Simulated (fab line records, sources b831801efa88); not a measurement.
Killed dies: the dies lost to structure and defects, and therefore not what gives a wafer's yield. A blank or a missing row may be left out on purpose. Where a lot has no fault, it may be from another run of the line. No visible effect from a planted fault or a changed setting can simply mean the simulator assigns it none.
fab line records + flow sky130
[record]
- lots = 5
- wafers = 15
- last_day = 50
route steps=708 shown VIA3@575 PAD_OPEN@708
lots with no fault: from the same line, run without faults
start_h: hours from the record's opening day to when the first of the lot's shown wafers began + wait_h: hours elapsed since this lot's preceding step + " repeats the value in the row above + L1.1+2: one row covering several wafers at once + - no value, or no start was given + * or withheld: withheld + < > ~ a bound
route shown NAME@n: a module of which the file shows steps, and the number in the route of the first + usual: the fault-free wafers' mean and standard deviation + same: alike in all rows + chamber/n: place in a boat + sites: per-site readings + _std_site: standard deviation across them + _edge_site: the outer-site mean with the inner-site mean subtracted + radius_mm: how far each site lies from the wafer's centre + mask NAME#n: copy n + behind: the last tool/chamber to shape the wafer + hold: why the lot went on hold/how many hours it stayed there/how the hold came to an end + device: whichever transistor did not switch (one of n, p or np) + end of line: the tests these same wafers got at the end of their route + a step without rows: its recipe alone + killed: the dies lost at the first sort to structure and to defects; this is not the yield of the wafer + map: a wafer's dies, x killed, . not, _ none there
set.NAME: the run value of the setting; set.NAME@STEP: its run value at that earlier step + model.NAME: the simulator's own value behind a step, which no gauge read
lots at some steps of the route; a table a step, a row a wafer
services: the hour from which a tool's chamber was out of use, counted from the record's first day as start_h (under 0 if before that day), plus the number of hours and why
[[steps]]
[step SKY_VIA3_CMP_02]
[recipe]
- material = SiO2
- down_force_psi = 4
- platen_rpm = 60
- pad_velocity_m_s = 0.94248
[usual]
- motor_current_A = 12.3/1.4
- platen_rpm = 60.01/0.038
- slurry_flow_ml_min = 150.0/0.48
| lot.wafer | tool   | chamber | start_h | wait_h | motor_current_A | platen_rpm | slurry_flow_ml_min |
|-----------|--------|---------|---------|--------|-----------------|------------|--------------------|
| L356.3    | cmp-02 | 0       | 914.95  | 0.7    | 11.7            | 60.04      | 149.5              |
| L356.2    | "      | 1       | "       | "      | 15.4            | 59.99      | 150.1              |
| L356.6    | "      | 3       | "       | "      | 11.1            | 60.00      | 150.1              |
| L359.1    | cmp-02 | 3       | 925.88  | 0.1    | 11.7            | 59.91      | 150.4              |
| L359.2    | "      | 0       | "       | "      | 12.1            | 60.01      | 150.3              |
| L359.6    | "      | 3       | "       | "      | 11.6            | 59.97      | 150.8              |
| L364.4    | cmp-02 | 3       | 984.27  | 0.0    | 11.0            | 59.96      | 150.5              |
| L364.2    | "      | 2       | "       | "      | 11.1            | 60.02      | 150.3              |
| L364.6    | "      | 3       | "       | "      | 11.8            | 59.98      | 150.1              |
| L373.3    | cmp-01 | 1       | 1026.12 | 0.3    | 12.8            | 60.03      | 149.1              |
| L373.1    | "      | 2       | "       | "      | 13.4            | 59.97      | 149.7              |
| L373.5    | "      | 1       | "       | "      | 11.3            | 59.99      | 150.5              |
| L377.2    | cmp-02 | 2       | 1053.40 | 0.0    | 11.4            | 59.99      | 149.6              |
| L377.5    | "      | 2       | "       | "      | 11.2            | 60.03      | 149.9              |
| L377.6    | "      | 3       | "       | "      | 12.2            | 60.00      | 150.4              |
[step SKY_VIA3_BOW_MEAS_03]
[recipe]
- mode = bow
[usual]
- VIA3_BOW = 79/7.1
| lot.wafer | tool          | chamber | start_h | wait_h | VIA3_BOW[um] |
|-----------|---------------|---------|---------|--------|--------------|
| L356.2    | film_metro-02 | -       | 915.17  | 0.1    | 77           |
| L356.3    | "             | -       | "       | "      | 74           |
| L356.6    | "             | -       | "       | "      | 74           |
| L359.1    | film_metro-02 | -       | 926.13  | 0.2    | 83           |
| L359.2    | "             | -       | "       | "      | 82           |
| L359.6    | "             | -       | "       | "      | 82           |
| L364.2    | film_metro-03 | -       | 984.59  | 0.1    | 80           |
| L364.4    | "             | -       | "       | "      | 84           |
| L364.6    | "             | -       | "       | "      | 86           |
| L373.1    | film_metro-01 | -       | 1026.37 | 0.1    | 71           |
| L373.3    | "             | -       | "       | "      | 72           |
| L373.5    | "             | -       | "       | "      | 66           |
| L377.2    | film_metro-02 | -       | 1053.72 | 0.3    | 79           |
| L377.5    | "             | -       | "       | "      | 73           |
| L377.6    | "             | -       | "       | "      | 67           |
[step SKY_VIA3_DEHYDRATE_04]
[recipe]
- temp_c = 200
- time_s = 60
[step SKY_VIA3_HMDS_05]
[recipe]
- prime_time_s = 60
- prime_temp_c = 120
[step SKY_VIA3_COAT_06]
[recipe]
- resist = BARC
- temp_c = withheld
- time_s = withheld
- spin_rpm = 3000
- resist_thk_nm = 60
[step SKY_VIA3_COAT_07]
[recipe]
- resist = KrF-thick
- spin_rpm = 3000
- resist_thk_nm = 450
[step SKY_VIA3_SOFTBAKE_08]
[recipe]
- temp_c = 100
- time_s = 90
- resist = KrF-thick
[step SKY_VIA3_EXPOSE_09]
[recipe]
- mask_id = VIM3
- na = 0.8
- source_shape = annular
- sigma_inner = 0.55
- sigma_outer = 0.85
- target_cd_nm = 200
- dose_mj = 38
[step SKY_VIA3_PEB_10]
[recipe]
- peb_temp_c = withheld
- peb_time_s = withheld
- resist = KrF-thick
[step SKY_VIA3_DEVELOP_11]
[recipe]
- develop_time_s = 60
- resist = KrF-thick
- dev_temp_c = 21
[step SKY_VIA3_CD_MEAS_12]
[recipe]
- target_cd_nm = 200
[usual]
- cd_nm = 199.5/1.3
| lot.wafer | tool      | chamber | start_h | wait_h | cd_nm |
|-----------|-----------|---------|---------|--------|-------|
| L356.2    | cd_sem-02 | -       | 938.56  | -      | 200.8 |
| L356.3    | "         | -       | "       | "      | 200.8 |
| L356.6    | "         | -       | "       | "      | 201.3 |
| L359.1    | cd_sem-02 | -       | 950.44  | -      | 198.9 |
| L359.2    | "         | -       | "       | "      | 199.3 |
| L359.6    | "         | -       | "       | "      | 200.0 |
| L364.2    | cd_sem-01 | -       | 1006.26 | -      | 197.5 |
| L364.4    | "         | -       | "       | "      | 198.4 |
| L364.6    | "         | -       | "       | "      | 197.1 |
| L373.1    | cd_sem-01 | -       | 1049.27 | -      | 199.0 |
| L373.3    | "         | -       | "       | "      | 197.0 |
| L373.5    | "         | -       | "       | "      | 197.9 |
| L377.2    | cd_sem-01 | -       | 1076.46 | -      | 201.0 |
| L377.5    | "         | -       | "       | "      | 201.3 |
| L377.6    | "         | -       | "       | "      | 201.4 |
[step SKY_VIA3_OVL_MEAS_13]
[usual]
- VIA3_OVL = -1/5.6
| lot.wafer | tool       | chamber | start_h | wait_h | VIA3_OVL[nm] |
|-----------|------------|---------|---------|--------|--------------|
| L356.2    | overlay-02 | -       | 938.67  | 0.1    | -5           |
| L356.3    | "          | -       | "       | "      | -6           |
| L356.6    | "          | -       | "       | "      | -7           |
| L359.1    | overlay-02 | -       | 950.56  | 0.1    | -13          |
| L359.2    | "          | -       | "       | "      | -2           |
| L359.6    | "          | -       | "       | "      | -5           |
| L364.2    | overlay-02 | -       | 1006.37 | 0.1    | 9            |
| L364.4    | "          | -       | "       | "      | 0            |
| L364.6    | "          | -       | "       | "      | -3           |
| L373.1    | overlay-01 | -       | 1049.39 | 0.1    | -4           |
| L373.3    | "          | -       | "       | "      | 4            |
| L373.5    | "          | -       | "       | "      | 1            |
| L377.2    | overlay-02 | -       | 1076.57 | 0.1    | 0            |
| L377.5    | "          | -       | "       | "      | 0            |
| L377.6    | "          | -       | "       | "      | -4           |
[step SKY_VIA3_ETCH_14]
[recipe]
- chemistry = N2/H2
- target = BARC
- ion_energy_ev = 200
- source_w = 500
- bias_w = 100
- pressure_mtorr = 30
- n2_flow_sccm = 100
- h2_flow_sccm = 200
- stop_on = SiO2
- time_s = 45.9
- target_depth_a = 600
[usual]
- drypump_motor_current_A = 5.7/0.52
- oes_product_au = 0.855/0.0048
- run_length_s = 74.2/0.44
- throttle_valve_pct = 13.223/0.0085
| lot.wafer | tool        | chamber | start_h | wait_h | drypump_motor_current_A | oes_product_au | rf_hours_counter_h | run_length_s | throttle_valve_pct | model.KrF-thick_of_VIA3_COAT_07.thk_nm | model.etch.depth_nm | model.VIA3.cd_nm |
|-----------|-------------|---------|---------|--------|-------------------------|----------------|--------------------|--------------|--------------------|----------------------------------------|---------------------|------------------|
| L356.2    | rie_diel-04 | 2       | 938.70  | 0.0    | 5.6                     | 0.855          | 11                 | 74.0         | 13.217             | 392.1                                  | 59.83               | 201.1            |
| L356.3    | "           | 3       | "       | "      | 6.6                     | 0.849          | 19                 | 73.5         | 13.232             | 394.4                                  | 59.92               | 199.9            |
| L356.6    | "           | 0       | "       | "      | 5.6                     | 0.848          | -                  | 74.7         | 13.222             | 392.5                                  | 59.85               | 200.4            |
| L359.1    | rie_diel-04 | 1       | 950.60  | 0.0    | 5.5                     | 0.857          | 20                 | 74.4         | 13.214             | 391.8                                  | 60.05               | 199.4            |
| L359.2    | "           | 3       | "       | "      | 6.6                     | 0.859          | 20                 | 73.4         | 13.229             | 392.5                                  | 60.17               | 198.1            |
| L359.6    | "           | 3       | "       | "      | 6.6                     | 0.862          | -                  | 73.5         | 13.230             | 392.9                                  | 59.88               | 199.3            |
| L364.2    | rie_diel-04 | 3       | 1006.40 | 0.0    | 6.6                     | 0.854          | 21                 | 73.8         | 13.236             | 390.9                                  | 59.96               | 196.5            |
| L364.4    | "           | 2       | "       | "      | 5.6                     | 0.993          | 13                 | 60.7         | 13.243             | 404.3                                  | 55.4                | 195.5            |
| L364.6    | "           | 0       | "       | "      | 5.5                     | 0.845          | -                  | 74.8         | 13.232             | 389.8                                  | 59.73               | 196.5            |
| L373.1    | rie_diel-03 | 3       | 1049.42 | 0.0    | 5.1                     | 0.848          | 14                 | 74.0         | 13.207             | 395.3                                  | 59.81               | 198.9            |
| L373.3    | "           | 0       | "       | "      | 5.7                     | 0.855          | 28                 | 74.1         | 13.238             | 393.7                                  | 60.04               | 197.3            |
| L373.5    | "           | 2       | "       | "      | 5.1                     | 0.858          | -                  | 73.8         | 13.219             | 392.2                                  | 59.99               | 197              |
| L377.2    | rie_diel-03 | 3       | 1076.60 | 0.0    | 5.1                     | 0.854          | 15                 | 73.8         | 13.224             | 393.6                                  | 60.43               | 200.4            |
| L377.5    | "           | 3       | "       | "      | 5.1                     | 0.854          | -                  | 74.5         | 13.231             | 393.6                                  | 60.29               | 201.1            |
| L377.6    | "           | 2       | "       | "      | 5.1                     | 0.863          | -                  | 74.0         | 13.224             | 394.7                                  | 60.3                | 199.6            |
[step SKY_VIA3_ETCH_15]
[recipe]
- target = SiO2
- chemistry = C4F8/O2/Ar
- target_depth_nm = 507
- stop_on = TiN
- mask_material = KrF-thick
- source_w = 1500
- bias_w = 1200
- pressure_mtorr = 40
- c4f8_flow_sccm = withheld
- O2_flow_sccm = 6
- Ar_flow_sccm = 300
- time_s = 78
[usual]
- oes_product_au = 0.945/0.0046
- run_length_s = 106.3/0.45
| lot.wafer | tool        | chamber | start_h | wait_h | oes_product_au | run_length_s | model.KrF-thick_of_VIA3_COAT_07.thk_nm |
|-----------|-------------|---------|---------|--------|----------------|--------------|----------------------------------------|
| L356.2    | rie_diel-04 | 2       | 938.74  | 0.0    | 0.948          | 106.7        | 289                                    |
| L356.3    | "           | 3       | "       | "      | 0.938          | 105.6        | 293.6                                  |
| L356.6    | "           | 0       | "       | "      | 0.953          | 107.2        | 291.1                                  |
| L359.1    | rie_diel-04 | 1       | 950.64  | 0.0    | 0.949          | 106.8        | 289.9                                  |
| L359.2    | "           | 3       | "       | "      | 0.948          | 106.0        | 294.2                                  |
| L359.6    | "           | 3       | "       | "      | 0.946          | 105.9        | 293.7                                  |
| L364.2    | rie_diel-04 | 3       | 1006.44 | 0.0    | 0.946          | 105.6        | 291.6                                  |
| L364.4    | "           | 2       | "       | "      | 0.892          | 106.4        | 304.1                                  |
| L364.6    | "           | 0       | "       | "      | 0.949          | 106.5        | 288.3                                  |
| L373.1    | rie_diel-03 | 3       | 1049.47 | 0.0    | 0.947          | 106.2        | 294.8                                  |
| L373.3    | "           | 0       | "       | "      | 0.942          | 106.5        | 292.9                                  |
| L373.5    | "           | 2       | "       | "      | 0.939          | 106.0        | 291.1                                  |
| L377.2    | rie_diel-03 | 3       | 1076.64 | 0.0    | 0.946          | 106.0        | 293.7                                  |
| L377.5    | "           | 3       | "       | "      | 0.950          | 105.9        | 294.7                                  |
| L377.6    | "           | 2       | "       | "      | 0.950          | 106.1        | 293.9                                  |
[step SKY_VIA3_STRIP_16]
[recipe]
- chemistry = O2/N2
- power_w = 1400
- pressure_mtorr = 1500
- platen_temp_c = withheld
- o2_flow_sccm = 3000
- n2_flow_sccm = 300
- overash_fraction = 0.5
[usual]
- drypump_motor_current_A = 5.4/0.45
- oes_product_au = 0.403/0.0051
- strip_time_to_endpoint_s = 4.141/0.024
| lot.wafer | tool            | chamber | start_h | wait_h | drypump_motor_current_A | oes_product_au | rf_hours_counter_h | strip_time_to_endpoint_s |
|-----------|-----------------|---------|---------|--------|-------------------------|----------------|--------------------|--------------------------|
| L356.2    | plasma_asher-03 | 0       | 938.80  | 0.0    | 5.2                     | 0.402          | 50                 | 4.085                    |
| L356.3    | "               | 0       | "       | "      | 5.2                     | 0.401          | -                  | 4.160                    |
| L356.6    | "               | 0       | "       | "      | 5.2                     | 0.394          | -                  | 4.129                    |
| L359.1    | plasma_asher-01 | 1       | 950.70  | 0.0    | 4.7                     | 0.406          | 22                 | 4.101                    |
| L359.2    | "               | 0       | "       | "      | 5.9                     | 0.399          | 22                 | 4.167                    |
| L359.6    | "               | 0       | "       | "      | 5.8                     | 0.394          | -                  | 4.162                    |
| L364.2    | plasma_asher-01 | 1       | 1006.50 | 0.0    | 4.7                     | 0.400          | 27                 | 4.134                    |
| L364.4    | "               | 0       | "       | "      | 5.9                     | 0.406          | -                  | 4.248                    |
| L364.6    | "               | 0       | "       | "      | 5.9                     | 0.401          | -                  | 4.086                    |
| L373.1    | plasma_asher-02 | 0       | 1049.53 | 0.0    | 6.1                     | 0.401          | 122                | 4.151                    |
| L373.3    | "               | 0       | "       | "      | 6.1                     | 0.396          | -                  | 4.151                    |
| L373.5    | "               | 0       | "       | "      | 6.1                     | 0.401          | -                  | 4.136                    |
| L377.2    | plasma_asher-01 | 0       | 1076.70 | 0.0    | 5.8                     | 0.395          | 33                 | 4.162                    |
| L377.5    | "               | 0       | "       | "      | 5.9                     | 0.405          | -                  | 4.154                    |
| L377.6    | "               | 1       | "       | "      | 4.7                     | 0.412          | -                  | 4.162                    |
[step SKY_VIA3_STRIP_17]
[recipe]
- chemistry = post_etch_residue_remover
- time_s = 1200
- temp_c = 72.5
[step SKY_PAD_OPEN_PROBE_99]
[usual]
- defect_limited_yield = 82.5/1.9
- killed_at_M0_to_M3 = 43/7.2
- killed_at_M4_up = 3.1/1.8
- killed_at_contacts = 24/5.4
- killed_at_front_end = 15/4.4
- killed_at_other = 0.4/0.56
- killed_dies = 86/9.3
- killed_on_rim = 17/3.6
- killed_open = 47/6.9
- killed_short = 39/6.6
[same]
- gross_dies = 492
- killed_at_back_side = 0
| lot.wafer | tool      | chamber | start_h | wait_h | defect_limited_yield[%] | killed_at_M0_to_M3 | killed_at_M4_up | killed_at_contacts | killed_at_front_end | killed_at_other | killed_dies | killed_on_rim | killed_open | killed_short | model.etest.tester.sort_n_pass | model.etest.tester.sort_yield_pct | model.etest.tester.sort_bin_5_pct | model.etest.via3_chain.rc_ohm | model.etest.tester.sort_bin_8_pct |
|-----------|-----------|---------|---------|--------|-------------------------|--------------------|-----------------|--------------------|---------------------|-----------------|-------------|---------------|-------------|--------------|--------------------------------|-----------------------------------|-----------------------------------|-------------------------------|-----------------------------------|
| L356.2    | prober-01 | -       | 1084.57 | 0.1    | 82.5                    | 46                 | 6               | 17                 | 16                  | 1               | 86          | 19            | 45          | 41           | 406                            | 82.52                             | 10.16                             | 9.967                         | 0                                 |
| L356.3    | prober-01 | -       | 1084.62 | 0.2    | 82.1                    | 44                 | 5               | 25                 | 14                  | 0               | 88          | 23            | 34          | 54           | 404                            | 82.11                             | 9.553                             | 10.1                          | 0                                 |
| L356.6    | prober-01 | -       | 1084.77 | 0.2    | 80.7                    | 58                 | 1               | 25                 | 11                  | 0               | 95          | 20            | 54          | 41           | 397                            | 80.69                             | 9.959                             | 10.02                         | 0                                 |
| L359.1    | prober-01 | -       | 1095.32 | 0.1    | 82.7                    | 33                 | 3               | 30                 | 19                  | 0               | 85          | 14            | 54          | 31           | 407                            | 82.72                             | 9.959                             | 10.24                         | 0                                 |
| L359.2    | prober-01 | -       | 1095.37 | 0.1    | 81.3                    | 35                 | 7               | 31                 | 19                  | 0               | 92          | 14            | 46          | 46           | 400                            | 81.3                              | 11.18                             | 10.17                         | 0                                 |
| L359.6    | prober-01 | -       | 1095.57 | 0.2    | 79.3                    | 48                 | 3               | 32                 | 19                  | 0               | 102         | 15            | 54          | 48           | 390                            | 79.27                             | 11.18                             | 9.504                         | 0                                 |
| L364.2    | prober-01 | -       | 1142.22 | 0.1    | 84.3                    | 34                 | 1               | 21                 | 20                  | 1               | 77          | 11            | 41          | 35           | 415                            | 84.35                             | 10.37                             | 10.05                         | 0                                 |
| L364.4    | prober-01 | -       | 1142.32 | 0.2    | 80.7                    | 47                 | 5               | 32                 | 10                  | 1               | 95          | 18            | 47          | 38           | 357                            | 72.56                             | 20.73                             | 12.68                         | 0.0001459                         |
| L364.6    | prober-01 | -       | 1142.42 | 0.2    | 81.9                    | 52                 | 2               | 29                 | 6                   | 0               | 89          | 16            | 50          | 38           | 403                            | 81.91                             | 11.99                             | 10.23                         | 0                                 |
| L373.1    | prober-01 | -       | 1181.15 | 0.1    | 82.3                    | 40                 | 5               | 27                 | 15                  | 0               | 87          | 13            | 49          | 38           | 405                            | 82.32                             | 12.6                              | 9.476                         | 0                                 |
| L373.3    | prober-01 | -       | 1181.25 | 0.2    | 82.5                    | 58                 | 0               | 14                 | 14                  | 0               | 86          | 11            | 44          | 42           | 406                            | 82.52                             | 8.74                              | 10.71                         | 0                                 |
| L373.5    | prober-01 | -       | 1181.35 | 0.2    | 83.5                    | 47                 | 2               | 15                 | 17                  | 0               | 81          | 18            | 52          | 29           | 411                            | 83.54                             | 10.57                             | 10.36                         | 0                                 |
| L377.2    | prober-01 | -       | 1196.75 | 0.1    | 85.0                    | 35                 | 5               | 14                 | 18                  | 2               | 74          | 9             | 44          | 28           | 418                            | 84.96                             | 8.74                              | 9.851                         | 0                                 |
| L377.5    | prober-01 | -       | 1196.90 | 0.2    | 83.9                    | 44                 | 6               | 16                 | 12                  | 1               | 79          | 14            | 37          | 40           | 413                            | 83.94                             | 8.74                              | 9.487                         | 0                                 |
| L377.6    | prober-01 | -       | 1196.95 | 0.2    | 84.1                    | 36                 | 2               | 29                 | 10                  | 1               | 78          | 17            | 43          | 34           | 414                            | 84.15                             | 9.146                             | 9.983                         | 0                                 |
// killed by level:class
L356.2 VIA1:geometric_particle:open=9 VIA3:geometric_particle:open=8 CONTACT:geometric_particle:open=6 VIA2:geometric_particle:open=6 VIA1:geometric_particle:short=5 VIA3:geometric_particle:short=5 FIELD_ISO:geometric_particle:short=4 POLY_GATE:geometric_particle:open=4
L356.3 POLY_GATE:geometric_particle:short=9 CONTACT:geometric_particle:open=9 VIA1:geometric_particle:short=9 LI_CONTACT:geometric_particle:open=6 METAL3:geometric_particle:short=6 VIA1:geometric_particle:open=6 CONTACT:geometric_particle:short=5 VIA3:geometric_particle:open=5
L356.6 CONTACT:geometric_particle:open=10 VIA3:geometric_particle:open=10 VIA2:geometric_particle:open=9 METAL1:geometric_particle:short=8 VIA1:geometric_particle:open=8 LI_CONTACT:geometric_particle:open=7 VIA1:geometric_particle:short=7 VIA3:geometric_particle:short=6
L359.1 VIA1:geometric_particle:open=13 CONTACT:geometric_particle:open=11 FIELD_ISO:geometric_particle:open=7 LI_CONTACT:geometric_particle:open=7 CONTACT:geometric_particle:short=6 LOCAL_INTERCONNECT:geometric_particle:short=5 VIA3:geometric_particle:open=4 VIA2:geometric_particle:open=4
L359.2 VIA1:geometric_particle:open=11 POLY_GATE:geometric_particle:open=8 LOCAL_INTERCONNECT:geometric_particle:short=8 CONTACT:geometric_particle:short=7 LI_CONTACT:geometric_particle:open=7 CONTACT:geometric_particle:open=5 VIA1:geometric_particle:short=5 METAL4:geometric_particle:short=5
L359.6 LI_CONTACT:geometric_particle:open=10 VIA1:geometric_particle:open=10 CONTACT:geometric_particle:open=10 VIA2:geometric_particle:open=8 METAL1:geometric_particle:short=7 LOCAL_INTERCONNECT:geometric_particle:short=6 POLY_GATE:geometric_particle:short=5 POLY_GATE:geometric_particle:open=5
L364.2 CONTACT:geometric_particle:open=11 FIELD_ISO:geometric_particle:short=8 VIA1:geometric_particle:open=7 VIA1:geometric_particle:short=6 LI_CONTACT:geometric_particle:open=5 VIA3:geometric_particle:open=5 VIA2:geometric_particle:open=5 METAL2:geometric_particle:short=4
L364.4 CONTACT:geometric_particle:open=14 VIA3:area_etch=10 VIA1:geometric_particle:open=8 CONTACT:geometric_particle:short=7 LI_CONTACT:geometric_particle:open=6 METAL1:geometric_particle:short=6 VIA2:geometric_particle:short=5 VIA2:geometric_particle:open=5
L364.6 CONTACT:geometric_particle:open=14 VIA1:geometric_particle:open=14 METAL2:geometric_particle:short=11 METAL1:geometric_particle:short=6 VIA3:geometric_particle:open=6 CONTACT:geometric_particle:short=5 VIA2:geometric_particle:open=5 LOCAL_INTERCONNECT:geometric_particle:open=4
L373.1 VIA1:geometric_particle:open=11 LI_CONTACT:geometric_particle:open=8 LOCAL_INTERCONNECT:geometric_particle:short=7 VIA2:geometric_particle:open=7 VIA3:geometric_particle:open=7 FIELD_ISO:geometric_particle:open=5 POLY_GATE:geometric_particle:short=4 METAL4:geometric_particle:short=4
L373.3 VIA1:geometric_particle:open=14 METAL2:geometric_particle:short=10 METAL1:geometric_particle:short=8 VIA2:geometric_particle:open=7 CONTACT:geometric_particle:open=6 VIA1:geometric_particle:short=5 LI_CONTACT:geometric_particle:open=4 VIA3:geometric_particle:short=4
L373.5 VIA2:geometric_particle:open=12 VIA1:geometric_particle:open=11 CONTACT:geometric_particle:open=8 METAL2:geometric_particle:short=7 LI_CONTACT:geometric_particle:open=6 METAL1:geometric_particle:short=6 FIELD_ISO:geometric_particle:short=5 POLY_GATE:geometric_particle:open=5
L377.2 VIA1:geometric_particle:open=9 LI_CONTACT:geometric_particle:open=8 POLY_GATE:geometric_particle:open=6 VIA2:geometric_particle:open=5 VIA1:geometric_particle:short=4 VIA3:geometric_particle:open=4 FIELD_ISO:geometric_particle:short=3 METAL1:geometric_particle:short=3
L377.5 VIA3:geometric_particle:open=7 VIA2:geometric_particle:open=7 VIA1:geometric_particle:open=6 LI_CONTACT:geometric_particle:open=5 VIA2:geometric_particle:short=5 FIELD_ISO:geometric_particle:open=4 LOCAL_INTERCONNECT:geometric_particle:short=4 METAL1:geometric_particle:short=4
L377.6 CONTACT:geometric_particle:open=10 VIA3:geometric_particle:open=10 VIA1:geometric_particle:open=9 LI_CONTACT:geometric_particle:open=7 CONTACT:geometric_particle:short=6 POLY_GATE:geometric_particle:open=4 FIELD_ISO:geometric_particle:short=3 LI_CONTACT:geometric_particle:short=3
[[services]]
| tool            | chamber | start_h | hours | kind   |
|-----------------|---------|---------|-------|--------|
| rie_diel-04     | 0       | 892.37  | 4.4   | repair |
| rie_diel-04     | -       | 895.45  | 1.3   | repair |
| plasma_asher-02 | -       | 898.63  | 15.6  | pm     |
| cmp-02          | -       | 902.63  | 3.3   | pm     |
| rie_diel-03     | 1       | 909.01  | 7.3   | repair |
| cmp-01          | -       | 913.95  | 4.0   | pm     |
| rie_diel-03     | 0       | 919.46  | 7.2   | repair |
| cmp-02          | -       | 946.94  | 0.8   | repair |
| rie_diel-03     | 2       | 947.79  | 2.4   | repair |
| plasma_asher-02 | -       | 949.01  | 1.6   | repair |
| rie_diel-04     | 2       | 956.14  | 1.6   | repair |
| plasma_asher-01 | -       | 966.57  | 1.1   | repair |
| plasma_asher-03 | -       | 988.74  | 5.0   | repair |
| rie_diel-03     | 1       | 996.79  | 3.9   | repair |
| rie_diel-04     | 0       | 1001.40 | 1.3   | repair |
| cmp-02          | -       | 1017.87 | 4.8   | repair |
| cmp-02          | -       | 1030.01 | 3.4   | pm     |
| plasma_asher-01 | -       | 1032.49 | 3.0   | repair |
| cmp-02          | -       | 1034.97 | 3.3   | repair |
| cmp-01          | -       | 1045.41 | 1.4   | repair |
| plasma_asher-01 | -       | 1047.44 | 3.0   | repair |
| cmp-01          | -       | 1053.96 | 3.3   | repair |
| plasma_asher-02 | -       | 1055.25 | 9.0   | pm     |
| cmp-01          | -       | 1065.86 | 2.4   | repair |
[[key]]
[first_sign]
- step = SKY_VIA3_ETCH_14
- reading = run_length_s
- direction = down
- sigmas = 31
- usual = *
- struck = *
[effect]
- step = SKY_VIA3_ETCH_14
- reading = oes_product_au
- direction = up
- sigmas = 28
- usual = 0.855
- struck = 0.993
[effect]
- step = SKY_VIA3_ETCH_15
- reading = oes_product_au
- direction = down
- sigmas = 12
- usual = 0.945
- struck = 0.892
[effect]
- step = SKY_VIA3_STRIP_16
- reading = strip_time_to_endpoint_s
- direction = up
- sigmas = 4.5
- usual = *
- struck = *
[model_effect]
- step = SKY_VIA3_ETCH_14
- value = KrF-thick_of_VIA3_COAT_07.thk_nm
- without = 391.9
- struck = 404.3
[model_effect]
- step = SKY_VIA3_ETCH_15
- value = KrF-thick_of_VIA3_COAT_07.thk_nm
- without = 291.6
- struck = 304.1
[model_effect]
- step = SKY_PAD_OPEN_PROBE_99
- value = etest.tester.sort_n_pass
- without = 407
- struck = 357
met_at SKY_VIA3_ETCH_14
struck_wafers L364.4
onset_between 938.70 1006.40
[fault]
- kind = process_parameter_drift
- tool = rie_diel-04
- chamber = 2
- onset_h = 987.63
- steps = SKY_VIA3_ETCH_14
- channel = time_s
- offset = *
- shape = step
- end_h = 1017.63
- acts_in = *
- stated = *
